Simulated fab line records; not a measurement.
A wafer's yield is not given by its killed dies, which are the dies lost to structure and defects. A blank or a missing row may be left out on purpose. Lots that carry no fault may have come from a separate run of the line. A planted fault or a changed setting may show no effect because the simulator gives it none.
Struck lot and sound lot, side by side :: flow sky130 :: 16 out of 708 route steps
Sound: these wafers, L880.1, L880.3, L880.5. Wafers L885.2, L885.3, L885.4 were the ones struck. The cause is named last.
At each step with rows: each side's tool, then ch and its chambers, then its first start. Under that, the readings that differ: sound wafers :: struck wafers :: difference of the means :: sigmas: that difference in standard deviations of wafers without a fault.
alike: words and numbers the same on both sides, and readings whose means are apart by under 2 such deviations; not compared: readings that were withheld, readings missing a value for some wafer, numbers with overlapping values and no deviation given by the record, and bounds like >300 which may hide the same value.
A row with sigmas, a row that says differs or no value, or rows on one side alone: a step with any of these is where the two part. Numbers that have no deviation but don't overlap get no sigmas and don't part them. Lack of a reading on every wafer of one side parts them only where that side has two or more wafers.

first, 7 steps without rows for these wafers: SKY_METAL3_HMDS_06 (prime time 60 s); SKY_METAL3_COAT_07 (resist thk 60 nm); SKY_METAL3_COAT_08 (resist thk 1140 nm); SKY_METAL3_SOFTBAKE_09 (time 90 s); SKY_METAL3_EXPOSE_10 (exposes mask MM3, target cd 300 nm); SKY_METAL3_PEB_11; SKY_METAL3_DEVELOP_12 (develop time 60 s).
SKY_METAL3_CD_MEAS_13: the cd target is 300 nm.
  sound on cd_sem-01, day 39 04:30; struck on cd_sem-01, day 41 04:40
  alike: cd_nm
SKY_METAL3_OVL_MEAS_14:
  sound on overlay-02, day 39 04:37; struck on overlay-02, day 41 04:46
  alike: METAL3_OVL
SKY_METAL3_DESCUM_15: chemistry O2, time 8 s.
  sound on rie_metal-03 ch 1, day 39 04:39; struck on rie_metal-02 ch 0,1, day 41 04:48
reading: drypump_motor_current_A (A)
sound: 5.1 5.1 5.1
struck: 6.3 6.2 6.1
difference: +1.1
sigmas: +2
  alike: oes_product_au
  not compared: rf_hours_counter_h
SKY_METAL3_ETCH_16: etches BARC in N2/H2, stops on SiO2, time 88.2 s, target depth 60 nm.
  sound on rie_metal-03 ch 1, day 39 04:43; struck on rie_metal-02 ch 0,1, day 41 04:50
reading: drypump_motor_current_A (A)
sound: 5.1 5.1 5.1
struck: 6.2 6.2 6.1
difference: +1.1
sigmas: +2
  alike: oes_product_au, throttle_valve_pct
  not compared: rf_hours_counter_h
SKY_METAL3_ETCH_17: etches SiO2 in C4F8/O2/Ar, stops on TiN, time 3.9 s, target depth 15 nm.
  sound on rie_diel-01 ch 1,2, day 39 04:55; struck on rie_diel-02 ch 1,2,3, day 41 04:56
  alike: oes_product_au
  not compared: rf_hours_counter_h
SKY_METAL3_METAL_ETCH_18: etches the open film in Cl2/BCl3, stops on SiO2, target depth 845 nm, time 183.1 s.
  sound on rie_metal-01 ch 1, day 39 04:56; struck on rie_metal-03 ch 0,1, day 41 04:57
reading: model.KrF-thick_of_METAL3_COAT_08.thk_nm (nm)
sound: 524 530.5 528
struck: 334.4 346.7 334.8
difference: -188.9
sigmas: 

reading: model.METAL3.cd_nm (nm)
sound: 307.2 305.3 306.6
struck: 276.2 276.8 274.7
difference: -30.5
sigmas: 

reading: model.SiO2_of_VIA2_HDPCVD_00.thk_nm (nm)
sound: 466.8 464.9 464.1
struck: 456.9 457.2 456.1
difference: -8.5
sigmas: 
  alike: drypump_motor_current_A, oes_product_au, throttle_valve_pct
  not compared: rf_hours_counter_h
SKY_METAL3_STRIP_19: strips in O2/N2.
  sound on plasma_asher-02 ch 0,1, day 39 05:07; struck on plasma_asher-04 ch 0,1, day 41 05:08
reading: oes_product_au (a.u.)
sound: 0.503 0.500 0.502
struck: 0.416 0.423 0.422
difference: -0.081
sigmas: -17

reading: strip_time_to_endpoint_s (s)
sound: 6.51 6.55 6.55
struck: 4.56 4.70 4.56
difference: -1.93
sigmas: -29
  alike: drypump_motor_current_A
  not compared: rf_hours_counter_h
then, 1 step without rows for these wafers: SKY_METAL3_STRIP_20 (strips in post etch residue remover, time 1200 s).
-- the record jumps here: 7 days lie between the struck wafers' starts before and after (it left off in module METAL3 and takes up again in module PAD_OPEN, whose first step shown is number 708 of the route) --
SKY_PAD_OPEN_PROBE_99:
  sound on prober-02, day 46 07:30; struck on prober-02, day 47 23:10
reading: killed_at_front_end
sound: 12 17 14
struck: 24 25 25
difference: +10
sigmas: +2

reading: model.etest.met3.width_nm (nm)
sound: 306.4 306.9 307.7
struck: 276 277.1 278.1
difference: -30
sigmas: 

reading: model.etest.met3.line_ohm_um
sound: 0.1362 0.1361 0.1331
struck: 0.1536 0.1496 0.1506
difference: +0.0161
sigmas: 
  alike: defect_limited_yield, killed_at_M0_to_M3, killed_at_M4_up, killed_at_contacts, killed_at_other, killed_dies, killed_open, killed_short, sort_bin_3_pad_short, sort_bin_5_function, sort_bin_6_memory, sort_n_pass, sort_yield_pct

== WHERE THEY PART ==
At SKY_METAL3_DESCUM_15 first; at SKY_PAD_OPEN_PROBE_99 last (within this record only).

WHY: whatever the simulator had introduced
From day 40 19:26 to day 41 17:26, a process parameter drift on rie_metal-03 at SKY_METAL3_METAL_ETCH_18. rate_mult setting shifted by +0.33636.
